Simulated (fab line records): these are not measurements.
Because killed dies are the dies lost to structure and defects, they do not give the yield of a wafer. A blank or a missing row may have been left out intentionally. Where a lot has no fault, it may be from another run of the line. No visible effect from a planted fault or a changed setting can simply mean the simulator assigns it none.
One fault seen from 2 desks + flow sfq_line + every desk sees just its own numbers, and what lay behind them comes last

== THE METROLOGY DESK ==
Lot by lot, what the gauges showed, no matter which tool ran the lot: averages of those sampled wafers that carry a number. The brackets show how far a lot's mean lies from the usual mean; more than 4 standard deviations puts the lot out of limits, marked OUT.
Columns: A = I5_OVL at SFQ_I5_OVL_MEAS_936, usual -1 nm
| lot  | first seen here | A  |
|------|-----------------|----|
| L724 | day 61 09:20    | -1 |
| L725 | day 61 15:19    | 1  |
| L726 | day 61 17:44    | -1 |
| L727 | day 61 20:08    | -1 |
| L728 | day 61 22:31    | 2  |
| L729 | day 62 05:43    | 5  |
| L730 | day 63 00:32    | -8 |
| L732 | day 67 07:17    | -5 |
| L734 | day 69 14:35    | 4  |
| L737 | day 69 19:22    | 3  |
| L741 | day 71 08:12    | -4 |
| L743 | day 71 21:25    | -2 |
| L744 | day 72 04:37    | -1 |
This desk's verdict: no lot among the 13 shows anything out of limits.

== TOOL OWNER'S DESK, cmp-01 ==
The tool's own readings at SFQ_TRILAYER_I2_CMP_CMP_064 (polishes SiO2): means of the sampled wafers that have a number, for each lot that ran on this tool. The brackets show how far a lot's mean lies from the usual mean; more than 4 standard deviations puts the lot out of limits, marked OUT.
Columns: A = motor_current_A at SFQ_TRILAYER_I2_CMP_CMP_064, usual 10.7 A; B = retaining_ring_pressure_frac at SFQ_TRILAYER_I2_CMP_CMP_064, usual 1.000; C = time_to_endpoint_s at SFQ_TRILAYER_I2_CMP_CMP_064, usual 214 s
| lot  | first seen here | A    | B     | C   |
|------|-----------------|------|-------|-----|
| L724 | day 23 14:47    | 11.6 | 0.999 | 221 |
| L725 | day 23 23:47    | 10.8 | 1.010 | 213 |
| L727 | day 24 05:28    | 10.2 | 0.999 | 216 |
| L728 | day 25 07:14    | 11.8 | 1.004 | 214 |
| L729 | day 25 18:14    | 11.3 | 0.998 | 207 |
| L730 | day 25 23:58    | 11.2 | 1.003 | 219 |
| L734 | day 35 00:47    | 11.2 | 1.001 | 215 |
| L737 | day 35 21:47    | 11.1 | 1.000 | 216 |
| L743 | day 39 12:47    | 11.7 | 1.001 | 215 |
This desk's verdict: no lot among the 9 shows anything out of limits.

== ALL TOGETHER ==
Metrology desk: nothing out of limits seen.
Nothing out of limits was seen by the tool owner's desk.

== WHAT HAD BEEN PUT IN BY THE SIMULATOR ==
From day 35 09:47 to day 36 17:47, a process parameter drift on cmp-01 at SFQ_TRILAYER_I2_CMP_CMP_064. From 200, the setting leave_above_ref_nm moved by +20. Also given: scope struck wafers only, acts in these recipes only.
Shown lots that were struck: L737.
